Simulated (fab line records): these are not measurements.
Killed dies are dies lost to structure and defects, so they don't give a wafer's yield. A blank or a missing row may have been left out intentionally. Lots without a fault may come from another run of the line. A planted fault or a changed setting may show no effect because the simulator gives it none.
Problem report, 8D (eight disciplines) form, completed by code ; flow gf180mcu ; the parts of the form that need people (team, actions taken, sign-off) are left out

== 1. WHAT WENT WRONG ==
CONTACT_W_RS at GF_CONTACT_RS_MEAS_25 reads a mean of 0.444 ohm/sq on 1 wafer of 1 lot; wafers without a fault read 0.382 ohm/sq with a standard deviation of 0.0043. Relative to the usual mean, that is a shift of +14 standard deviations.
The step: measures by four-point-probe.
Seen first at day 19 08:46 on film_metro-04, wafer L963.4. The record holds 39 wafers of 13 lots with a number at this step. Rule for "out", or "out of limits": more than 4 standard deviations from the usual mean. The other wafers with a number count as sound.

== 2. WHAT IT IS, WHAT IT ISN'T ==
question;is;is not
which readings at this step;CONTACT_W_RS;-
which lots;L963;L954, L955, L957, L958, L959, L960, L961, L973, L974, L975, L976, L977
which wafers of those lots;L963.4;L963.1, L963.3
read on which gauges;film_metro-04;film_metro-01, film_metro-02
when;from day 19 08:46;"up to then (23 sound wafers); but 15 sound wafers of L973, L974, L975, L976, L977 came after"

== 3. WHAT RULES OUT EACH SUSPECT ==
Counting: if a tool at a process step up to the reading ran every lot that is out, it stays a suspect. Sound lots after the first of them don't rule it out here, since some wafers of a struck lot are sound.
- the gauge at GF_CONTACT_RS_MEAS_25 has been ruled out. All the wafers that are out were read on film_metro-04, but those of them that GF_CONTACT_CVD_24 has rows for are out there too, on other tools.
- rie_diel-01 at GF_CONTACT_ETCH_17 (etches SiO2 in C4F8/O2/Ar, stops on CoSi2, target depth 860 nm): kept. It processed L963, the lot that is out, at day 19 08:40, and its most recent sound lot before then was L960 at day 18 09:05. Because GF_CONTACT_ETCH_17 lacks a start for some lots, the hours and order of its lots are taken from GF_CONTACT_CVD_24.
- cvd_w-01 at GF_CONTACT_CVD_24 (deposits W, target thk 300 nm, time 90.339 s): kept. It processed L963, the lot that is out, at day 19 08:40, and its most recent sound lot before then was L960 at day 18 09:05. Its own readings are out on those wafers: chamber_pressure_Torr.
- Within rie_diel-01 at GF_CONTACT_ETCH_17: the wafers that are out ran in chamber 2; their sound lot-mates ran in chambers 1, 3.
- At GF_CONTACT_CVD_24 on cvd_w-01, chamber 0 took the sound wafers of the same lots and chamber 1 took the wafers that are out.
What counting leaves: rie_diel-01 at GF_CONTACT_ETCH_17 and cvd_w-01 at GF_CONTACT_CVD_24.

== 4. THE CAUSE (what the simulator had put in) ==
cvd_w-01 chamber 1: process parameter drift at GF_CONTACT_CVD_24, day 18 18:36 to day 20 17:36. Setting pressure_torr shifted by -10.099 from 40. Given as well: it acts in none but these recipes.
Of the 2 suspects that counting leaves, this tool is one.

== 5. THE EFFECT CHAIN, in route order ==
Each row: a reading whose mean over the struck wafers that have a number lies more than 3 standard deviations from the usual. Only readings whose record carries a usual standard deviation are examined. hours: median over the lots of the time between each lot's start at the first step of this table that gives one and its start at this step. sigmas: the change, counted in usual standard deviations.
hours;step;reading;usual;on struck wafers;change;sigmas
0;GF_CONTACT_CVD_24;chamber_pressure_Torr;40.02 Torr;30.04;-9.98;-99 or more
0;GF_CONTACT_RS_MEAS_25;CONTACT_W_RS;0.382 ohm/sq;0.444;+0.062;+14
0;GF_CONTACT_THK_MEAS_26;CONTACT_W_THK;302 nm;261;-41;-9.8
It contains these process steps:
- GF_CONTACT_CVD_24: deposits W, target thk 300 nm, time 90.339 s.

== 6. HOW IT WOULD HAVE BEEN CAUGHT EARLIER ==
In this record the first reading out of limits at a measuring or inspecting step was taken at day 19 08:46, 14 hours after the fault began at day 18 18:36.
Tool's own readings at GF_CONTACT_CVD_24, chamber_pressure_Torr: out on all struck wafers the step has rows for; an alarm limit on them would have tripped on the first.
The start of GF_CONTACT_CVD_24 on cvd_w-01 came by day 19 08:46 for every one of the lots that are out (1). None of them would have been spared by holding the tool at that moment.
